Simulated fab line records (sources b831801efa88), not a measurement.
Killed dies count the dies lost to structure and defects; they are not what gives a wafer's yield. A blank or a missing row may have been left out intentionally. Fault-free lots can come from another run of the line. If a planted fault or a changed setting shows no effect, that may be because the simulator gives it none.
Comparing a struck lot with a sound one ; flow gf180mcu ; 14 steps out of a route of 602
Sound: these wafers, L572.3, L572.4, L572.6. Struck: wafers L578.2, L578.4, L578.6. At the end, the cause is stated.
Order at every step that has rows: each side's tool, ch and its chambers, its first start. Under that, the readings that differ: sound wafers ; struck wafers ; difference of the means ; sigmas: that difference in standard deviations of wafers without a fault.
alike: a reading whose means differ by less than 2 such deviations, as well as words and numbers matching on both sides. not compared: withheld readings; readings where some wafer has no value; bounds like >300 that might hide an equal value; numbers whose values overlap and for which the record gives no deviation.
A row with sigmas, a row that says differs or no value, or rows on one side alone: a step with any of these is where the two part. Numbers that don't overlap but have no deviation are shown without sigmas and don't part them. A reading missing from all wafers of one side parts the sides only when that side holds two or more wafers.

GF_MIM_SPUTTER_07: material TiN, target thk 60 nm, time 50 s.
  sound on pvd_sputter-04 at day 27 18:10; struck on pvd_sputter-01 at day 29 16:34
  alike: cathode_dc_power_W, throttle_valve_pct
GF_MIM_SPUTTER_08: material AlCu, target thk 200 nm, time 10.6 s.
  sound on pvd_sputter-04 at day 27 18:13; struck on pvd_sputter-01 at day 29 16:36
  alike: cathode_dc_power_W, throttle_valve_pct
GF_MIM_SPUTTER_09: material TiN, target thk 35 nm, time 29.2 s.
  sound on pvd_sputter-04 at day 27 18:14; struck on pvd_sputter-01 at day 29 16:38
  alike: cathode_dc_power_W, throttle_valve_pct
GF_MIM_RS_MEAS_10: the measuring method here is four-point-probe.
  sound on film_metro-02 at day 27 18:19; struck on film_metro-02 at day 29 16:41
  alike: MIM_ALCU_RS
GF_MIM_THK_MEAS_11: measures by xrf.
  sound on film_metro-02 at day 27 18:25; struck on film_metro-02 at day 29 16:47
  alike: MIM_ALCU_THK
then, 7 steps without rows for these wafers: GF_MIM_DEHYDRATE_12 (time 60 s); GF_MIM_HMDS_13 (prime time 60 s); GF_MIM_COAT_14 (resist thk 1000 nm); GF_MIM_SOFTBAKE_15 (time 60 s); GF_MIM_EXPOSE_16 (exposes mask FuseTop, target cd 2000 nm); GF_MIM_PEB_17; GF_MIM_DEVELOP_18 (develop time 60 s).
GF_MIM_METAL_ETCH_19: etches the open film in Cl2/BCl3, stops on Si3N4, target depth 324.5 nm, time 54.1 s.
  sound on rie_metal-03 ch 0, day 28 13:12; struck on rie_metal-03 ch 0,1, day 30 10:45
reading;sound;struck;difference;sigmas
bias_w (W);140.4 140.0 140.1;114.7 115.5 114.4;-25.3;-59
model.NOVOLAK_of_MIM_COAT_14.thk_nm (nm);866.7 868.1 865.2;881.1 878.2 878.4;+12.6;
  alike: drypump_motor_current_A, oes_product_au, throttle_valve_pct
  not compared: rf_hours_counter_h
GF_MIM_STRIP_20: strips in O2/N2.
  sound on plasma_asher-03 ch 0,1, day 28 13:20; struck on plasma_asher-03 ch 0,1, day 30 10:49
reading;sound;struck;difference;sigmas
strip_time_to_endpoint_s (s);11.17 11.22 11.18;11.33 11.33 11.33;+0.14;+3
  alike: drypump_motor_current_A, heater_power_w, oes_product_au, platen_temp_c
  not compared: rf_hours_counter_h

WHERE THEY PART
At GF_MIM_METAL_ETCH_19 first; at GF_MIM_STRIP_20 last (within this record only).

WHY: what the simulator had put in
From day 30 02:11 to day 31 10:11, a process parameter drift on rie_metal-03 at GF_MIM_METAL_ETCH_19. Setting bias_w shifted by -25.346 from 140. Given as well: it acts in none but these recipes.
